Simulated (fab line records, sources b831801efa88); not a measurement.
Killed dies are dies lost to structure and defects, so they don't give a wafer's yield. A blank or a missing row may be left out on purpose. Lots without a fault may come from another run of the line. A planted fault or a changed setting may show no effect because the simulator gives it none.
A struck lot beside a sound one | flow sky130 | 27 steps out of a route of 708
Sound: wafers L221.1, L221.4, L221.5. Struck: wafers L230.2, L230.4, L230.5. The cause comes at the end.
At each step with rows: each side's tool, then ch and its chambers, then its first start. Under that, the readings that differ: sound wafers | struck wafers | difference of the means | sigmas: that difference in standard deviations of wafers without a fault.
alike: readings whose means differ by less than 2 such deviations, and words and numbers that are the same on both sides. not compared: withheld readings, readings that some wafer has no value for, bounds like >300 that may hide the same value, and numbers for which the record gives no deviation and whose values overlap.
The two part at a step that has a row with sigmas, a row that says differs or no value, or rows on one side only. Numbers that don't overlap but have no deviation are shown without sigmas and don't part them. A reading that every wafer of one side lacks parts them only if that side has two wafers or more.

first, 1 step without rows for these wafers: SKY_DNWELL_IMPLANT_07.
SKY_DNWELL_STRIP_08: strips in O2/N2.
  sound on plasma_asher-02 ch 0,1, day 4 08:05; struck on plasma_asher-04 ch 0,1, day 6 11:14
  reading                      | sound             | struck            | difference | sigmas
  strip_time_to_endpoint_s (s) | 36.78 36.93 36.93 | 37.10 37.11 37.17 | +0.25      | +2
  alike: drypump_motor_current_A, oes_product_au
  not compared: rf_hours_counter_h
SKY_DNWELL_TW_MEAS_09:
  sound on film_metro-04, day 4 08:11; struck on film_metro-03, day 6 11:21
  alike: DNWELL_TW
then, 7 steps without rows for these wafers: SKY_PWDE_DEHYDRATE_00 (time 60 s); SKY_PWDE_HMDS_01 (prime time 60 s); SKY_PWDE_COAT_02 (resist thk 3000 nm); SKY_PWDE_SOFTBAKE_03; SKY_PWDE_EXPOSE_04 (exposes mask PWDEM, target cd 840 nm); SKY_PWDE_PEB_05; SKY_PWDE_DEVELOP_06 (develop time 60 s).
SKY_PWDE_OVL_MEAS_07:
  sound on overlay-01, day 5 01:15; struck on overlay-02, day 7 05:55
  alike: PWDE_OVL
then, 1 step without rows for these wafers: SKY_PWDE_IMPLANT_08.
SKY_PWDE_STRIP_09: strips in O2/N2.
  sound on plasma_asher-03 ch 1, day 5 01:26; struck on plasma_asher-04 ch 1, day 7 06:05
  reading                                | sound             | struck            | difference                    | sigmas
  oes_product_au (a.u.)                  | 0.725 0.724 0.724 | 0.964 0.966 0.969 | +0.242                        | +60
  strip_time_to_endpoint_s (s)           | 37.02 37.05 36.96 | - - -             | no value on the struck wafers |
  model.coat_of_PWDE_COAT_02.thk_nm (nm) | 0 0 0             | 345.8 345.7 346   | +345.8                        |
  alike: drypump_motor_current_A
  not compared: rf_hours_counter_h
SKY_PWDE_TW_MEAS_10:
  sound on film_metro-04, day 5 01:32; struck on film_metro-03, day 7 06:12
  alike: PWDE_TW
then, 7 steps without rows for these wafers: SKY_NWELL_DEHYDRATE_03 (time 60 s); SKY_NWELL_HMDS_04 (prime time 60 s); SKY_NWELL_COAT_05 (resist thk 3000 nm); SKY_NWELL_SOFTBAKE_06; SKY_NWELL_EXPOSE_07 (exposes mask NWM, target cd 840 nm); SKY_NWELL_PEB_08; SKY_NWELL_DEVELOP_09 (develop time 60 s).
SKY_NWELL_OVL_MEAS_10:
  sound on overlay-02, day 5 19:44; struck on overlay-01, day 8 02:40
  alike: NWELL_00_OVL
then, 3 steps without rows for these wafers: SKY_NWELL_IMPLANT_11; SKY_NWELL_IMPLANT_12; SKY_NWELL_IMPLANT_13.
SKY_NWELL_STRIP_14: strips in O2/N2.
  sound on plasma_asher-03 ch 0,1, day 5 20:14; struck on plasma_asher-03 ch 1, day 8 03:08
  reading                      | sound             | struck            | difference | sigmas
  strip_time_to_endpoint_s (s) | 36.76 36.75 36.75 | 42.04 42.14 42.08 | +5.33      | +58
  alike: drypump_motor_current_A, oes_product_au
  not compared: rf_hours_counter_h
SKY_NWELL_TW_MEAS_15:
  sound on film_metro-02, day 5 20:20; struck on film_metro-03, day 8 03:15
  reading  | sound          | struck         | difference | sigmas
  NWELL_TW | 1846 1847 1852 | 1800 1804 1804 | -46        | -3

WHERE THEY PART
First at SKY_DNWELL_STRIP_08; last, within this record, at SKY_NWELL_TW_MEAS_15.

WHY: what the simulator had put in
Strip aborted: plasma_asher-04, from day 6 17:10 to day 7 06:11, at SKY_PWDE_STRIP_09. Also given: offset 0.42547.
